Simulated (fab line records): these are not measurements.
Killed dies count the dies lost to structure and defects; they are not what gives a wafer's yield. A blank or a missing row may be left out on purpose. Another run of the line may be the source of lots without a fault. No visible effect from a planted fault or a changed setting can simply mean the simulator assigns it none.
Which of the tools did it? + flow gf180mcu + 38 wafers from 13 lots sampled at 2 of the route's 602 steps

## WHAT THE GAUGES SHOWED, per wafer
GF_V1_OVL_MEAS_15. Usual: V1_OVL typically reads 4 nm, with standard deviation 5.1.
| lot  | measured     | on         | V1_OVL (nm) | flag |
|------|--------------|------------|-------------|------|
| L359 | day 18 16:27 | overlay-01 | 9 3 6       |      |
| L360 | day 19 04:58 | overlay-02 | 4 -3 2      |      |
| L361 | day 19 10:33 | overlay-01 | 16 9 10     |      |
| L362 | day 19 14:43 | overlay-02 | 7 7 3       |      |
| L366 | day 20 22:02 | overlay-02 | 8 7         |      |
| L371 | day 22 19:50 | overlay-02 | 0 7 3       |      |
| L372 | day 23 01:25 | overlay-02 | 5 8 5       |      |
| L376 | day 24 11:43 | overlay-01 | 2 6 1       |      |
| L377 | day 24 12:04 | overlay-02 | 0 -2 5      |      |
| L378 | day 25 02:21 | overlay-01 | -5 2 3      |      |
| L380 | day 25 16:10 | overlay-02 | 0 -3 7      |      |
| L381 | day 25 21:25 | overlay-01 | 6 -6 0      |      |
| L382 | day 26 04:00 | overlay-01 | 9 7 9       |      |

## WHICH TOOL RAN EACH LOT (tool, then ch and the chambers of the sampled wafers, then the start)
| lot  | GF_M1_STRIP_17                       |
|------|--------------------------------------|
| L359 | plasma-asher-04 ch 0,1, day 17 15:34 |
| L360 | plasma-asher-04 ch 0,1, day 18 03:54 |
| L361 | plasma-asher-04 ch 0,1, day 18 09:11 |
| L362 | plasma-asher-02 ch 0,1, day 18 13:12 |
| L366 | plasma-asher-02 ch 1, day 19 19:57   |
| L371 | plasma-asher-03 ch 0,1, day 21 19:07 |
| L372 | plasma-asher-03 ch 0, day 22 01:10   |
| L376 | plasma-asher-02 ch 0,1, day 23 12:22 |
| L377 | plasma-asher-03 ch 0,1, day 23 12:34 |
| L378 | plasma-asher-02 ch 0,1, day 24 03:04 |
| L380 | plasma-asher-02 ch 0,1, day 24 17:04 |
| L381 | plasma-asher-04 ch 0,1, day 24 21:58 |
| L382 | plasma-asher-02 ch 0,1, day 25 05:28 |
- GF_M1_STRIP_17: strips in O2/N2.

## AS READ BY THE TOOLS THEMSELVES (means over the sampled wafers that have a number; for cases with no such wafer, the mark the record gives instead)
GF_M1_STRIP_17. Usual: drypump-motor-current-A 5.9 A, standard deviation 0.39; heater-power-w 323 W, standard deviation 20; oes-product-au 0.557 a.u., standard deviation 0.005; strip-time-to-endpoint-s 7.86 s, standard deviation 0.042.
| lot  | tool            | drypump-motor-current-A (A) | heater-power-w (W) | oes-product-au (a.u.) | strip-time-to-endpoint-s (s) | flag |
|------|-----------------|-----------------------------|--------------------|-----------------------|------------------------------|------|
| L359 | plasma-asher-04 | 5.8                         | 309                | 0.558                 | 7.89                         |      |
| L360 | plasma-asher-04 | 5.8                         | 305                | 0.559                 | 7.88                         |      |
| L361 | plasma-asher-04 | 5.5                         | 296                | 0.555                 | 7.83                         |      |
| L362 | plasma-asher-02 | 5.9                         | 323                | 0.557                 | 7.86                         |      |
| L366 | plasma-asher-02 | 5.7                         | 353                | 0.564                 | 7.93                         |      |
| L371 | plasma-asher-03 | 6.2                         | 324                | 0.557                 | 7.90                         |      |
| L372 | plasma-asher-03 | 6.5                         | 337                | 0.556                 | 7.85                         |      |
| L376 | plasma-asher-02 | 5.8                         | 337                | 0.556                 | 7.82                         |      |
| L377 | plasma-asher-03 | 6.4                         | 332                | 0.559                 | 7.85                         |      |
| L378 | plasma-asher-02 | 5.8                         | 332                | 0.555                 | 7.82                         |      |
| L380 | plasma-asher-02 | 5.8                         | 338                | 0.556                 | 7.82                         |      |
| L381 | plasma-asher-04 | 5.8                         | 317                | 0.553                 | 7.82                         |      |
| L382 | plasma-asher-02 | 5.9                         | 322                | 0.558                 | 7.88                         |      |

## THE ANSWER, worked out from the rows above alone
Rule: a lot is off if the mean of its wafers that have a number lies more than 3 standard deviations from the usual mean. Also off: a lot with no number at a reading for which 4 or more lots have one. Where the step has rows for the other lots, those lots are counted as sound. Order of review: gauges by route order, followed by the tools' own readings, for which a lot's mean as printed above is used. The first step at which some lot is off is used, and at that step the reading that is off furthest; a lot without a number counts as furthest.
None of the lots is off at any reading shown; this tells nothing.

## WHAT THE SIMULATOR HAD PUT IN
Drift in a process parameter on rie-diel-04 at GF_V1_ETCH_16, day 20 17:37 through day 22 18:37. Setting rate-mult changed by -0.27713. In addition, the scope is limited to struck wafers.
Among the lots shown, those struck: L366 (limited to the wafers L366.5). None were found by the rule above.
